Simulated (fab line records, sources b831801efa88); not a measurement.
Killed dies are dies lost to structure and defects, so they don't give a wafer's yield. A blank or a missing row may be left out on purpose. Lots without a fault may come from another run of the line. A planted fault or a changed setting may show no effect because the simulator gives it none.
Split-lot experiment | flow gf180mcu | 5 lots, 23 wafers read, on a route of 602 steps

THE SPLIT
At GF_M2_SPUTTER_01 (material TiN, target thk 30 nm, time 25 s), the setting time_s was moved away from the recipe's 25 s on 8 of the 23 wafers read, by -14.5% to +14.2%. The other wafers ran this setting at the recipe's value.

The reading is taken at the split's own step.

THE READING
TiN_of_M2_SPUTTER_01.thk_nm (the simulator's own value, which no gauge read), in nm, at GF_M2_SPUTTER_01 (material TiN, target thk 30 nm, time 25 s). The file gives no usual value for it. The 15 wafers here that ran the recipe average 30.00 nm, standard deviation 0.28 nm.

wafer  | tool, chamber at the split | time_s as run, s | against the recipe | TiN_of_M2_SPUTTER_01.thk_nm, nm | against lot-mates on the recipe
L079.2 | pvd_sputter-01, -          | 25               | recipe             | 29.88                           | -
L079.3 | pvd_sputter-01, -          | 25               | recipe             | 29.88                           | -
L079.4 | pvd_sputter-01, -          | 21.95            | -12.2%             | 26.36                           | -3.52
L079.6 | pvd_sputter-01, -          | 21.95            | -12.2%             | 26.36                           | -3.52
L079.5 | pvd_sputter-01, -          | 21.95            | -12.2%             | 26.1                            | -3.78
L080.2 | pvd_sputter-04, -          | 25               | recipe             | 29.74                           | -
L080.5 | pvd_sputter-04, -          | 25               | recipe             | 30.07                           | -
L080.6 | pvd_sputter-04, -          | 25               | recipe             | 29.53                           | -
L081.1 | pvd_sputter-02, -          | 25               | recipe             | 30.26                           | -
L081.2 | pvd_sputter-02, -          | 21.37            | -14.5%             | 25.78                           | -4.59
L081.3 | pvd_sputter-02, -          | 21.37            | -14.5%             | 25.85                           | -4.52
L081.4 | pvd_sputter-02, -          | 25               | recipe             | 30.5                            | -
L081.5 | pvd_sputter-02, -          | 25               | recipe             | 30.35                           | -
L082.1 | pvd_sputter-01, -          | 25               | recipe             | 29.7                            | -
L082.2 | pvd_sputter-01, -          | 28.56            | +14.2%             | 34.05                           | +4.34
L082.3 | pvd_sputter-01, -          | 28.56            | +14.2%             | 33.99                           | +4.29
L082.5 | pvd_sputter-01, -          | 28.56            | +14.2%             | 34.22                           | +4.52
L082.6 | pvd_sputter-01, -          | 25               | recipe             | 29.71                           | -
L084.1 | pvd_sputter-04, -          | 25               | recipe             | 29.95                           | -
L084.2 | pvd_sputter-04, -          | 25               | recipe             | 29.9                            | -
L084.4 | pvd_sputter-04, -          | 25               | recipe             | 30.22                           | -
L084.5 | pvd_sputter-04, -          | 25               | recipe             | 29.92                           | -
L084.6 | pvd_sputter-04, -          | 25               | recipe             | 30.41                           | -

THE FIT
A straight line over all 23 wafers: TiN_of_M2_SPUTTER_01.thk_nm changes by +0.293 nm for each +1% of time_s; r = +0.99; the points scatter about the line by 0.25 nm.
The same after taking each lot's own level away (the mean of its wafers on the recipe; 23 wafers): +0.306 nm for each +1%; r = +1.00; scatter 0.16 nm.
On that fit, the largest move of time_s shifts the reading by 4.4 nm.
The lots' own levels span 29.705 to 30.370 nm, that is 2.4 times the standard deviation above.
So the lot-to-lot level changes the slope little: the two slopes agree.
Check: with one of the wafers moved furthest among these (-14.5%) left out of the fit, the line predicts -4.4 nm for it against its lot-mates. It came out at -4.59 nm against them.

OTHER SPLITS ON THESE WAFERS
These wafers also went through other splits before the reading. Each is held against what the fit with the lots' levels taken away leaves over:
other split on the same wafers | wafers away from the commonest value | r with TiN_of_M2_SPUTTER_01.thk_nm (lot level and that fit taken away)
GF_CONTACT_PEB_12 peb_temp_c   | 5                                    | +0.04
GF_M1_SPUTTER_04 time_s        | 7                                    | +0.09
GF_M1_EXPOSE_11 dose_mj        | 5                                    | -0.30

THE FILE'S OWN FIT
TiN_of_M2_SPUTTER_01.thk_nm changes by +0.307 nm for each +1% of time_s, r = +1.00.
